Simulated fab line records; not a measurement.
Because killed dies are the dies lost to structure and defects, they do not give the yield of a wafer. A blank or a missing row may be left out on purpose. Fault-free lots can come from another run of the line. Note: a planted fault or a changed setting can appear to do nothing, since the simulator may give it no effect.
One fault seen from 2 desks	flow gf180mcu	what lay behind the numbers comes last; until then each desk has only its own

## METROLOGY DESK
Means of the sampled wafers that have a number, per lot and without regard to the tool the lot ran on: this is what the gauges read. Marked OUT: a lot whose mean sits more than 4 standard deviations from the usual mean, which makes it out of limits; the brackets give that distance.
Columns: A = M3_ALCU_THK at GF_M3_THK_MEAS_06, usual 452 nm; B = TOP_METAL_ALCU_THK at GF_TOP_METAL_THK_MEAS_06, usual 906 nm
lot	first seen here	A	B
L646	day 20 06:16	447	915
L647	day 20 11:13	457	916
L648	day 20 23:24	449	918
L649	day 21 06:08	443	912
L651	day 22 10:28	446	894
L654	day 23 09:03	448	896
L655	day 23 16:14	456	899
L657	day 24 20:31	451	892
L659	day 25 12:15	448	913
L661	day 26 01:10	451	900
L665	day 26 21:32	448	914
L667	day 27 08:48	450	902
L668	day 27 17:43	454	893
Finding of this desk: none of the 13 lots has anything out of limits.

## FOR THE TOOL OWNER'S DESK: pvd-sputter-02
At GF_M2_SPUTTER_01 (material TiN, target thk 30 nm, time 25 s) the tool's own readings: per lot run on this tool, the mean of the sampled wafers that have a number. Marked OUT: a lot whose mean sits more than 4 standard deviations from the usual mean, which makes it out of limits; the brackets give that distance.
Columns: A = cathode-dc-power-W at GF_M2_SPUTTER_01, usual 6298.9 W; B = throttle-valve-pct at GF_M2_SPUTTER_01, usual 30.0 %
lot	first seen here	A	B
L651	day 20 07:33	6299.1	29.9
L657	day 22 21:10	6299.3	29.9
L665	day 24 22:56	6298.4	30.9
L667	day 25 11:35	6300.2	29.9
Finding of this desk: none of the 4 lots has anything out of limits.

## PUT TOGETHER
Metrology desk: nothing out of limits seen.
The tool owner's desk saw nothing out of limits.

## WHAT WAS PUT IN BY THE SIMULATOR
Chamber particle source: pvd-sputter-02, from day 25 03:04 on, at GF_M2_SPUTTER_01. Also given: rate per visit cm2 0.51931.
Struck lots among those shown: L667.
